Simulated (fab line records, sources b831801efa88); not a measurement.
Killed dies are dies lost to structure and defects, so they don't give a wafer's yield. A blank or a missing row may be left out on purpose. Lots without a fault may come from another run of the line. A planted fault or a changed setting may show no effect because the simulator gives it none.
One fault seen from 2 desks | flow sky130 | each desk has only its own numbers; what lay behind them comes last

THE METROLOGY DESK
What the gauges read, lot by lot, whatever tool the lot ran on: means of the sampled wafers that have a number. A lot is out of limits, marked OUT, if its mean lies more than 4 standard deviations from the usual mean; the brackets give that distance.
Columns: A = VIA4_W_RS at SKY_VIA4_RS_MEAS_19, usual 0.2253 ohm/sq
lot  | first seen here | A
L178 | day 42 20:48    | 0.2278
L179 | day 43 07:22    | 0.2240
L180 | day 43 14:40    | 0.2244
L183 | day 44 08:07    | 0.2257
L189 | day 45 23:50    | 0.2246
L190 | day 46 07:08    | 0.2237
L192 | day 46 16:32    | 0.2257
L193 | day 46 23:19    | 0.2258
L195 | day 47 14:49    | 0.2244
L200 | day 48 16:15    | 0.2225
This desk's finding: nothing out of limits on any of the 10 lots.

THE TOOL OWNER'S DESK: rie_metal-02
The tool's own readings at SKY_METAL4_METAL_ETCH_18 (etches the open film in Cl2/BCl3, stops on SiO2, target depth 845 nm, time 183.1 s): means of the sampled wafers that have a number, for each lot that ran on this tool. A lot is out of limits, marked OUT, if its mean lies more than 4 standard deviations from the usual mean; the brackets give that distance.
Columns: A = drypump_motor_current_A at SKY_METAL4_METAL_ETCH_18, usual 5.4 A; B = oes_product_au at SKY_METAL4_METAL_ETCH_18, usual 0.865 a.u.; C = throttle_valve_pct at SKY_METAL4_METAL_ETCH_18, usual 22.264 %
lot  | first seen here | A   | B                | C
L179 | day 42 05:55    | 5.9 | 0.866            | 22.271
L183 | day 43 07:47    | 5.5 | 0.870            | 22.264
L189 | day 45 00:22    | 5.5 | 0.823 (-6.3) OUT | 22.265
L190 | day 45 08:08    | 5.5 | 0.819 (-6.9) OUT | 22.267
This desk's finding: out of limits on L189, L190; first on L189, day 45 00:22 (oes_product_au at SKY_METAL4_METAL_ETCH_18). In limits: L179, L183.

PUT TOGETHER
The tool owner's desk could have raised an alarm at day 45 00:22, on L189, L190.
The metrology desk saw nothing out of limits.
The metrology desk has L189, L190 on record, within its limits.
Of the lots named, all ran SKY_METAL4_METAL_ETCH_18 on rie_metal-02.

WHAT THE SIMULATOR HAD PUT IN
Process parameter drift: rie_metal-02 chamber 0, from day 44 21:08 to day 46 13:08, at SKY_METAL4_METAL_ETCH_18. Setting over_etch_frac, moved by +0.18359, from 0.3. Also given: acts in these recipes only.
Lots struck among those shown: L189, L190.
Hours from the fault's start to each desk's first reading out of limits: the tool owner's desk, 3.
